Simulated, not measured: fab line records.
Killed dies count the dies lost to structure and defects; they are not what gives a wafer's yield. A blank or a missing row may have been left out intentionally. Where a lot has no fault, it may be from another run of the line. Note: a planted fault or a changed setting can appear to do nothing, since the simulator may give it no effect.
Comparing a struck lot with a sound one + flow sky130 + 26 out of 708 route steps
Sound: the wafers L102.1, L102.2, L102.3. Struck: wafer L106.1 (left out: L106.4, L106.5 of the same lot, which were not struck); the cause appears at the end.
Each step with rows lists, per side, the tool, then ch with its chambers, then its first start. Under that, the readings that differ: sound wafers + struck wafers + difference of the means + sigmas: that difference in standard deviations of wafers without a fault.
alike: readings whose means differ by less than 2 such deviations, and words and numbers that are the same on both sides. not compared: withheld readings, readings that some wafer has no value for, bounds like >300 that may hide the same value, and numbers for which the record gives no deviation and whose values overlap.
A row with sigmas, a row that says differs or no value, or rows on one side alone: a step with any of these is where the two part. When numbers do not overlap yet have no deviation, they are printed without sigmas and do not part them. Lack of a reading on every wafer of one side parts them only where that side has two or more wafers.

first, 6 steps without rows for these wafers: SKY_SD_N_IMPLANT_10; SKY_SD_N_STRIP_11 (strips in O2/N2); SKY_SD_N_CLEAN_13 (cleans in SC1/SC2, time 150 s); SKY_SD_N_RTA_14 (time 2 s); SKY_SALICIDE_CLEAN_00 (cleans in HF-last, time 30 s); SKY_LI_CONTACT_HDPCVD_00 (deposits PSG, target thk 930 nm, time 155 s).
SKY_LI_CONTACT_CMP_02: polishes PSG.
  sound on cmp-02 ch 0,1,3, day 32 04:23; struck on cmp-02 ch 0, day 33 08:50
| reading                                       | sound             | struck | difference | sigmas |
|-----------------------------------------------|-------------------|--------|------------|--------|
| model.PSG_of_LI_CONTACT_HDPCVD_00.thk-nm (nm) | 599.3 597.5 598.3 | 657.3  | +58.9      |        |
  alike: head-pressure-psi, motor-current-A, retaining-ring-pressure-frac, time-to-endpoint-s
then, 9 steps without rows for these wafers: SKY_LI_CONTACT_DEHYDRATE_04 (time 60 s); SKY_LI_CONTACT_HMDS_05 (prime time 60 s); SKY_LI_CONTACT_COAT_06 (resist thk 60 nm); SKY_LI_CONTACT_COAT_07 (resist thk 450 nm); SKY_LI_CONTACT_SOFTBAKE_08 (time 90 s); SKY_LI_CONTACT_EXPOSE_09 (exposes mask LICM1, target cd 170 nm); SKY_LI_CONTACT_PEB_10; SKY_LI_CONTACT_DEVELOP_11 (develop time 60 s); SKY_LI_CONTACT_ETCH_14 (etches BARC in N2/H2, stops on SiO2, time 45.9 s, target depth 60 nm).
SKY_LI_CONTACT_ETCH_15: etches PSG in C4F8/O2/Ar, stops on Si, target depth 600 nm.
  sound on rie-diel-03 ch 0,1,2, day 33 07:19; struck on rie-diel-03 ch 3, day 34 11:26
| reading                                | sound             | struck | difference | sigmas |
|----------------------------------------|-------------------|--------|------------|--------|
| oes-product-au (a.u.)                  | 0.837 0.836 0.835 | 0.884  | +0.048     | +10    |
| model.LI_CONTACT.feature-depth-nm (nm) | 599.3 597.5 598.3 | 657.3  | +58.9      |        |
| model.etch.depth-nm (nm)               | 599.3 597.5 598.3 | 657.3  | +58.9      |        |
then, 6 steps without rows for these wafers: SKY_LI_CONTACT_STRIP_16 (strips in O2/N2); SKY_LI_CONTACT_CLEAN_17 (cleans in NMP, time 600 s); SKY_LI_CONTACT_PRE_CLEAN_18 (time 5.6 s); SKY_LI_CONTACT_SPUTTER_19 (material Ti, target thk 20 nm, time 106.37 s); SKY_LI_CONTACT_SPUTTER_20 (material TiN, target thk 20 nm, time 80 s); SKY_LI_CONTACT_CVD_21 (deposits W, target thk 400 nm, time 120.56 s).
SKY_LI_CONTACT_CMP_24: polishes, stops on PSG, t overpolish 20 s, target thk 0 nm.
  sound on cmp-01 ch 0,2,3, day 33 08:08; struck on cmp-02 ch 0, day 34 12:16
| reading                                       | sound             | struck | difference | sigmas |
|-----------------------------------------------|-------------------|--------|------------|--------|
| model.PSG_of_LI_CONTACT_HDPCVD_00.thk-nm (nm) | 589.8 588.1 588.9 | 647.9  | +59.0      |        |
  alike: head-pressure-psi, motor-current-A, retaining-ring-pressure-frac
then, 1 step without rows for these wafers: SKY_LOCAL_INTERCONNECT_SPUTTER_00 (material TiN, target thk 100 nm, time 79.57 s).
-- here the record skips 15 days between the struck wafers' starts before and after, leaving off in module LOCAL_INTERCONNECT and picking up in module PAD_OPEN (first step shown: number 708 of the route) --
SKY_PAD_OPEN_PROBE_99:
  sound: prober-02 at day 48 21:17; struck: prober-02 at day 49 16:56
| reading                             | sound             | struck | difference | sigmas |
|-------------------------------------|-------------------|--------|------------|--------|
| model.etest.licon-pdiff.rc-ohm      | 580 597.7 600.1   | 645.1  | +52.5      |        |
| model.etest.licon-ndiff.rc-ohm      | 189.7 180.8 177.9 | 199.7  | +16.9      |        |
| model.etest.cap-li-to-poly.c-af-um2 | 93.94 95.94 93.37 | 79.92  | -14.50     |        |
| model.etest.licon-poly.rc-ohm       | 148.9 153.9 153   | 162    | +10        |        |
| model.etest.cap-li-to-well.c-af-um2 | 36.09 36.29 36.5  | 35.02  | -1.27      |        |
  alike: killed_at_M0_to_M3, killed_at_M4_up, killed-at-contacts, killed-at-front-end, killed-at-other, killed-dies, killed-on-rim, killed-open, killed-short

WHERE THEY PART
Within this record, at SKY_LI_CONTACT_ETCH_15 only. Later steps at which nothing parts them and some readings are alike: SKY_LI_CONTACT_CMP_24, SKY_PAD_OPEN_PROBE_99.

WHY: whatever the simulator had introduced
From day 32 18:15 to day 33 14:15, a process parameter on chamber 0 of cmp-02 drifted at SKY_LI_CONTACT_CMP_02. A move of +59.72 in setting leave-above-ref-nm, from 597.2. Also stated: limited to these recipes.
